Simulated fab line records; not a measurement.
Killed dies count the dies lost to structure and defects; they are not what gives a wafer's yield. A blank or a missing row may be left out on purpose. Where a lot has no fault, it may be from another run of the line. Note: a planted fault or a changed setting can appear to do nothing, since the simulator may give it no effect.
A lot that was struck, set against a sound lot / flow sky130 / 30 out of 708 route steps
Sound: the wafers L842.2, L842.4, L842.6. Wafers struck: L848.2, L848.3, L848.5. The cause comes at the end.
For every step that has rows: the tool of each side, followed by ch and its chambers, followed by its first start. Under that, the readings that differ: sound wafers / struck wafers / difference of the means / sigmas: that difference in standard deviations of wafers without a fault.
alike: readings with means less than 2 such deviations apart, plus words and numbers identical on both sides. not compared: withheld readings, readings lacking a value on some wafer, bounds such as >300 that could conceal the same value, and numbers that have no deviation in the record and whose values overlap.
Wherever a step has rows on one side only, a row that says differs or no value, or a row with sigmas, the two part there. Non-overlapping numbers with no deviation appear without sigmas and do not part them. A reading missing from all wafers of one side parts the sides only when that side holds two or more wafers.

SKY_PWDE_STRIP_09: strips in O2/N2.
  sound on plasma asher-04 ch 0, day 4 18:08; struck on plasma asher-04 ch 0,1, day 6 07:43
  alike: drypump motor current A, oes product au, strip time to endpoint s
  not compared: rf hours counter h
SKY_PWDE_TW_MEAS_10:
  struck on film metro-04, day 6 07:49; sound on film metro-01, day 4 18:15
reading=PWDE_TW; sound=372.0 368.2 367.7; struck=374.4 374.8 375.0; difference=+5.4; sigmas=+2
then, 7 steps without rows for these wafers: SKY_NWELL_DEHYDRATE_03 (time 60 s); SKY_NWELL_HMDS_04 (prime time 60 s); SKY_NWELL_COAT_05 (resist thk 3000 nm); SKY_NWELL_SOFTBAKE_06; SKY_NWELL_EXPOSE_07 (exposes mask NWM, target cd 840 nm); SKY_NWELL_PEB_08; SKY_NWELL_DEVELOP_09 (develop time 60 s).
SKY_NWELL_OVL_MEAS_10:
  struck on overlay-02, day 7 02:17; sound on overlay-02, day 5 10:58
  alike: NWELL_00_OVL
then, 2 steps without rows for these wafers: SKY_NWELL_IMPLANT_11; SKY_NWELL_IMPLANT_12.
SKY_NWELL_IMPLANT_13:
  sound on implanter-02 ch 0, day 5 11:19; struck on implanter-04 ch 0, day 7 02:38
reading=dose ions cm2; sound=7.002e+11 7.004e+11 7.007e+11; struck=1.1948e+12 1.1952e+12 1.1939e+12; difference=+4.9420e+11; sigmas=+99 or more
reading=faraday current uA; sound=3.93 3.91 4.02; struck=6.84 6.61 6.74; difference=+2.78; sigmas=+35
SKY_NWELL_STRIP_14: strips in O2/N2.
  sound on plasma asher-03 ch 1, day 5 11:26; struck on plasma asher-03 ch 0,1, day 7 02:46
  alike: drypump motor current A, oes product au, strip time to endpoint s
  not compared: rf hours counter h
SKY_NWELL_TW_MEAS_15:
  struck on film metro-02, day 7 02:52; sound on film metro-04, day 5 11:33
  alike: NWELL_TW
then, 7 steps without rows for these wafers: SKY_NWELL_DEHYDRATE_16 (time 60 s); SKY_NWELL_HMDS_17 (prime time 60 s); SKY_NWELL_COAT_18 (resist thk 3000 nm); SKY_NWELL_SOFTBAKE_19; SKY_NWELL_EXPOSE_20 (exposes mask NWM COMPLEMENT, target cd 840 nm); SKY_NWELL_PEB_21; SKY_NWELL_DEVELOP_22 (develop time 60 s).
SKY_NWELL_OVL_MEAS_23:
  struck on overlay-02, day 7 22:50; sound on overlay-02, day 6 05:01
  alike: NWELL_01_OVL
following that, these wafers have no rows for 1 step: SKY_NWELL_IMPLANT_24.
SKY_NWELL_STRIP_25: strips in O2/N2.
  sound on plasma asher-03 ch 0, day 6 05:12; struck on plasma asher-01 ch 1, day 7 23:01
reading=drypump motor current A (A); sound=4.8 4.8 4.8; struck=5.7 5.8 5.8; difference=+1.0; sigmas=+2
  alike: oes product au, strip time to endpoint s
  not compared: rf hours counter h
SKY_NWELL_TW_MEAS_26:
  struck on film metro-01, day 7 23:07; sound on film metro-04, day 6 05:19
  alike: NWELL_2_TW
then, 1 step without rows for these wafers: SKY_NWELL_CLEAN_27 (cleans in SC1/SC2, time 150 s).
SKY_NWELL_RTA_28: time 30 s.
  sound on rtp anneal-02 ch 0, day 6 05:26; struck on rtp anneal-01 ch 0, day 7 23:14
  alike: lamp power pct, wafer_temp_C_max
SKY_NWELL_RS_MEAS_29: the measuring method here is four-point-probe.
  struck on film metro-04, day 7 23:42; sound on film metro-04, day 6 05:32
reading=NWELL_RS (ohm/sq); sound=631.8 631.2 631.3; struck=614.3 614.2 614.5; difference=-17.1; sigmas=-11
  not compared: hold
-- the record jumps here: 40 days lie between the struck wafers' starts before and after (it left off in module NWELL and takes up again in module PAD_OPEN, whose first step shown is number 708 of the route) --
SKY_PAD_OPEN_PROBE_99:
  struck on prober-02, day 48 01:22; sound on prober-01, day 46 04:21
reading=model.etest.nfet_16v.r on ohm um; sound=1.416e+04 1.417e+04 1.404e+04; struck=1.356e+04 1.356e+04 1.357e+04; difference=-5.600e+02; sigmas=
reading=model.etest.pfet g5v0d10v5.r on ohm um; sound=4692 4840 4708; struck=5022 5018 4962; difference=+254; sigmas=
reading=model.etest.tip p.rs ohm sq; sound=6864 6814 6909; struck=6960 6985 6997; difference=+118; sigmas=
reading=model.etest.tip_p_5v.rs ohm sq; sound=2826 2844 2838; struck=2956 2964 2951; difference=+121; sigmas=
reading=model.etest.pfet g5v0d10v5.drive ua um; sound=343.5 337.5 346; struck=319.9 321.7 325.9; difference=-19.8; sigmas=
reading=model.etest.pfet_01v8_lvt.drive ua um; sound=177.9 174.3 176.3; struck=154.6 155.4 157.7; difference=-20.3; sigmas=
reading=model.etest.pfet_16v.drive ua um; sound=247.7 243.4 247; struck=228.1 229.6 230.8; difference=-16.5; sigmas=
  alike: killed_at_M0_to_M3, killed_at_M4_up, killed at contacts, killed at front end, killed at other, killed dies, killed open, killed short
  not compared: model.etest.pfet_01v8.drive ua um

== WHERE THEY PART ==
Last at SKY_NWELL_RS_MEAS_29 as far as this record goes, first at SKY_PWDE_TW_MEAS_10. Later steps at which nothing parts them and some readings are alike: SKY_PAD_OPEN_PROBE_99.

WHY: what had been put in by the simulator
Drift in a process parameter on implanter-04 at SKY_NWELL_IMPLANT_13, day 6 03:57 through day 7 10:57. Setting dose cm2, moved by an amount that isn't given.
